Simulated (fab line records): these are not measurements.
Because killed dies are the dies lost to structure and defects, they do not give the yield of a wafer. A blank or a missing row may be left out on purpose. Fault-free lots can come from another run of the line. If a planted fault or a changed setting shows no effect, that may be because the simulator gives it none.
Which tool did it? -- flow gf180mcu -- Sampling: 15 lots, 45 wafers, 4 of 602 route steps

WHAT THE GAUGES SHOWED, per wafer
GF_V5_CD_MEAS_14: target cd 260 nm.
lot,measured,on,cd-nm (nm)
L248,day 27 19:16,cd-sem-01,260.6 261.2 260.7
L249,day 28 02:33,cd-sem-01,260.7 259.6 260.8
L250,day 28 06:24,cd-sem-01,258.1 258.9 258.9
L256,day 30 13:28,cd-sem-01,260.5 260.3 261.4
L258,day 30 18:55,cd-sem-02,260.6 260.1 260.7
L260,day 31 09:49,cd-sem-02,- - -
L261,day 31 13:17,cd-sem-02,- - -
L262,day 31 23:58,cd-sem-01,- - -
L263,day 32 08:54,cd-sem-02,261.3 260.4 260.4
L265,day 32 19:07,cd-sem-01,260.0 260.5 258.7
L264,day 32 20:50,cd-sem-02,259.7 258.9 259.1
L266,day 32 22:21,cd-sem-02,260.0 260.4 259.2
L267,day 33 04:55,cd-sem-02,262.1 261.6 262.0
L268,day 33 15:04,cd-sem-02,260.3 259.7 258.7
L269,day 33 16:32,cd-sem-01,259.8 260.8 259.7

GF_V5_OVL_MEAS_15.
lot,measured,on,V5_OVL (nm)
L248,day 27 19:23,overlay-02,8 5 4
L249,day 28 02:40,overlay-01,-1 2 7
L250,day 28 06:31,overlay-02,7 7 0
L256,day 30 13:35,overlay-02,-9 -9 -5
L258,day 30 19:02,overlay-01,-10 -11 -10
L260,day 31 09:56,overlay-01,- - -
L261,day 31 13:23,overlay-01,- - -
L262,day 32 00:05,overlay-02,- - -
L263,day 32 09:01,overlay-02,0 -8 -2
L265,day 32 19:11,overlay-01,-4 -6 1
L264,day 32 20:56,overlay-02,13 6 9
L266,day 32 22:28,overlay-02,8 8 10
L267,day 33 05:02,overlay-01,-7 -11 -4
L268,day 33 15:11,overlay-01,-6 -13 -8
L269,day 33 16:38,overlay-02,-10 -3 -4

EACH LOT AND THE TOOL THAT RAN IT (in order: tool; ch and the chambers of the sampled wafers; start)
lot,GF_V5_CVD_02,GF_V5_PEB_12
L248,"pecvd-04 ch 0,1, day 26 19:23","litho-track-01 ch 0, day 27 18:55"
L249,"pecvd-01 ch 0,1,2, day 27 05:37","litho-track-04 ch 0, day 28 02:12"
L250,"pecvd-01 ch 1,2, day 27 08:02","litho-track-04 ch 0, day 28 06:03"
L256,"pecvd-04 ch 1,2, day 29 18:40","litho-track-02 ch 0, day 30 13:07"
L258,"pecvd-03 ch 0,1,2, day 30 00:23","litho-track-01 ch 0, day 30 18:34"
L260,"pecvd-04 ch 0,2, day 30 16:02","litho-track-02, day 31 09:28"
L261,"pecvd-01 ch 0,1, day 30 18:43","litho-track-04, day 31 12:58"
L262,"pecvd-04 ch 0,2, day 31 06:47","litho-track-02, day 31 23:37"
L263,"pecvd-04 ch 0,1,2, day 31 15:31","litho-track-04 ch 0, day 32 08:33"
L265,"pecvd-04 ch 0,1,2, day 32 02:03","litho-track-04 ch 0, day 32 18:48"
L264,"pecvd-01 ch 0,2, day 32 03:20","litho-track-04 ch 0, day 32 20:31"
L266,"pecvd-01 ch 0,1, day 32 05:34","litho-track-04 ch 0, day 32 22:00"
L267,"pecvd-01 ch 0,2, day 32 12:05","litho-track-01 ch 0, day 33 04:34"
L268,"pecvd-04 ch 1,2, day 32 22:58","litho-track-04 ch 0, day 33 14:44"
L269,"pecvd-04 ch 0,1, day 33 00:39","litho-track-04 ch 0, day 33 16:13"
- GF_V5_CVD_02: deposits SiO2 from TEOS, target thk 1450 nm, time 163.28 s.
- GF_V5_PEB_12: peb time 94.44 s.

AS READ BY THE TOOLS THEMSELVES (means over the sampled wafers that have a number; for cases with no such wafer, the mark the record gives instead)
GF_V5_CVD_02.
lot,tool,heater-power-w (W)
L248,pecvd-04,742
L249,pecvd-01,674
L250,pecvd-01,704
L256,pecvd-04,525
L258,pecvd-03,619
L260,pecvd-04,620
L261,pecvd-01,686
L262,pecvd-04,596
L263,pecvd-04,637
L265,pecvd-04,630
L264,pecvd-01,705
L266,pecvd-01,619
L267,pecvd-01,676
L268,pecvd-04,588
L269,pecvd-04,677

GF_V5_PEB_12.
lot,tool,chill-plate-temp-C (C),exhaust-pa (Pa),plate-sensor-t-centre-C (C),plate-sensor-t-edge-C (C),resist-line-temp-C (C)
L248,litho-track-01,23.05,44.6,136.13,136.30,23.05
L249,litho-track-04,23.03,44.3,136.12,136.30,23.00
L250,litho-track-04,22.99,44.4,136.14,136.29,22.97
L256,litho-track-02,22.88,45.8,136.13,136.29,22.92
L258,litho-track-01,23.02,45.0,136.13,136.29,23.18
L260,litho-track-02,-,-,-,-,-
L261,litho-track-04,-,-,-,-,-
L262,litho-track-02,-,-,-,-,-
L263,litho-track-04,23.07,46.2,136.12,136.29,23.11
L265,litho-track-04,23.11,45.4,136.13,136.30,22.92
L264,litho-track-04,23.07,43.9,136.13,136.30,23.04
L266,litho-track-04,23.01,46.7,136.13,136.29,23.14
L267,litho-track-01,23.05,45.9,136.13,136.30,22.95
L268,litho-track-04,22.99,46.0,136.15,136.30,23.07
L269,litho-track-04,23.07,45.0,136.12,136.29,22.99

THE ANSWER, worked out from the rows above alone
Rule: the lots themselves supply what counts as usual. The widest of any qualifying gaps counts: lots, ordered by their means at a reading, are off when they make up no more than a third of the lots, leave a main group of 4 or more, and stand apart from it by 3 or more times the standard deviation of that group's means. Not used: any main group whose means are identical at the precision the tables above print for the reading. A lot without any number at a reading at which 4 lots or more have one is off too. Any other lot the step has rows for is counted as sound. The gauges are gone through in route order, then the tools' own readings, and for those a lot's mean is taken as printed above. The first step at which some lot is off is used, and at that step the reading that is off furthest; a lot without a number counts as furthest.
Off at GF_V5_CD_MEAS_14 (cd-nm): L260, L261, L262. Without a number there: L260, L261, L262. The main group: mean 260.2 nm, standard deviation 0.82.
A tool fits if, at a process step before that reading, it ran every lot that is off, and no sound lot after the first of them. Not tried: the gauges at GF_V5_CD_MEAS_14; whatever is off there is also off at GF_V5_OVL_MEAS_15, on other tools, and gauge error can't account for it. Not one of the candidates tried fits.

WHAT THE SIMULATOR PUT IN
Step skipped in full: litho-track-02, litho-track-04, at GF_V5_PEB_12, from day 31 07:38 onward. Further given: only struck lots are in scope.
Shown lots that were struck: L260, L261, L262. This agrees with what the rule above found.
